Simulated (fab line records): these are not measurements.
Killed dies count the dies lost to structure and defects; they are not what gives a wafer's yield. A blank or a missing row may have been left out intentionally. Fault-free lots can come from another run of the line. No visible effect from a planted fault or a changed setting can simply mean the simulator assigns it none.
Chamber matching -- flow sky130 -- 4 sister chambers for SKY_FIELD_ISO_CMP_27 on cmp-02
The step polishes, stops on Si3N4, t overpolish 16 s, target thk 457.8 nm. 16 wafers are shown with their chamber, then 7 later ones without.

## EACH WAFER AND ITS CHAMBER
wafer,chamber,motor_current_A (A),time_to_endpoint_s (s),overpolish_run_s (s)
L592.1,2,10.5,124,16.003
L592.3,1,11.7,112,16.000
L592.6,1,12.1,109,16.008
L593.2,0,13.7,111,16.003
L593.3,1,11.5,115,16.000
L593.6,3,10.1,119,16.001
L595.2,0,13.3,112,15.985
L595.3,1,12.2,120,16.004
L595.4,3,9.8,125,16.011
L597.2,2,10.7,126,15.981
L597.3,0,12.7,115,15.997
L597.4,1,12.7,120,16.014
L599.2,2,11.1,119,15.989
L599.4,1,12.5,112,16.007
L599.6,1,12.8,108,16.003
L602.4,2,10.6,117,16.007

SIGNATURES (means of the wafers above)
reading,chamber 0,chamber 1,chamber 2,chamber 3,scatter within a chamber
motor_current_A,13.233,12.214,10.725,9.950,0.429
time_to_endpoint_s,112.67,113.71,121.50,122.00,4.29
overpolish_run_s,15.99500,16.00514,15.99500,16.00600,0.0082
Rule: for a wafer and a chamber, the distance is found by dividing, reading by reading, the gap between the wafer's reading and the chamber's mean by the reading's scatter, squaring, summing and taking the root. The wafer belongs to the nearest chamber; if the next one is less than 2 further off, it can't be placed. How the scatter is found: for the shown wafers, subtract from each reading the mean of its chamber, square and add these, divide the total by (wafers less chambers), then take the root.

## WAFERS WHOSE CHAMBER IS MISSING
wafer,motor_current_A (A),time_to_endpoint_s (s),overpolish_run_s (s)
L602.5,13.1,102,15.994
L603.2,10.4,122,15.999
L603.3,13.5,102,15.999
L603.5,10.2,113,16.007
L613.2,11.7,109,15.993
L613.3,13.1,102,16.008
L613.6,11.1,113,15.982

## WHICH CHAMBER EACH WENT THROUGH
wafer,from the rows above,in truth
L602.5,can't be placed: 0 or 1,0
L603.2,can't be placed: 2 or 3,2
L603.3,can't be placed: 0 or 1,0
L603.5,can't be placed: 3 or 2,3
L613.2,can't be placed: 1 or 0 or 2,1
L613.3,can't be placed: 0 or 1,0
L613.6,can't be placed: 2 or 1 or 3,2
0 of 7 placed correctly. These rows do not allow placing 7 (true chamber among the candidates in 7). Placed wrongly: 0.
